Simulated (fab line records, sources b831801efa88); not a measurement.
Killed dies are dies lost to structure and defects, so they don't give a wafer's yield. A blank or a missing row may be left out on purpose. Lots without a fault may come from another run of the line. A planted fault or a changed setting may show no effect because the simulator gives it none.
Which tool did it? | flow gf180mcu | 7 lots, 21 wafers sampled, at 1 step of a route of 602

WHAT THE GAUGES READ, wafer by wafer
GF_VT_IMPLANT_TW_MEAS_32.
lot  | measured     | on            | VT_IMPLANT_3_TW
L625 | day 7 19:09  | film_metro-03 | 266.4 266.3 267.7
L627 | day 8 05:24  | film_metro-02 | 267.7 267.6 267.2
L630 | day 9 00:44  | film_metro-04 | 268.8 269.5 269.2
L634 | day 10 03:12 | film_metro-04 | 271.7 270.6 270.1
L639 | day 11 11:44 | film_metro-03 | 267.7 268.0 266.5
L641 | day 12 02:09 | film_metro-03 | 267.1 266.7 265.5
L645 | day 13 05:59 | film_metro-04 | 268.4 269.4 269.8

WHICH TOOL RAN EACH LOT (tool, then ch and the chambers of the sampled wafers, then the start)
The record holds no process step before these readings.

THE ANSWER, worked out from the rows above alone
Rule: what is usual is taken from the lots themselves. Put in order of their means at a reading, lots are off if they are a third of the lots or fewer, leave a main group of 4 or more, and stand apart from it by a gap of 3 or more times the standard deviation of the main group's means; of several such gaps the widest counts. A main group whose means are all the same, to the digits that the tables above print for the reading, isn't used. A lot without any number at a reading at which 4 lots or more have one is off too. The other lots that the step has rows for count as sound.
No lot is off at any reading shown: from this, nothing can be told.

WHAT THE SIMULATOR HAD PUT IN
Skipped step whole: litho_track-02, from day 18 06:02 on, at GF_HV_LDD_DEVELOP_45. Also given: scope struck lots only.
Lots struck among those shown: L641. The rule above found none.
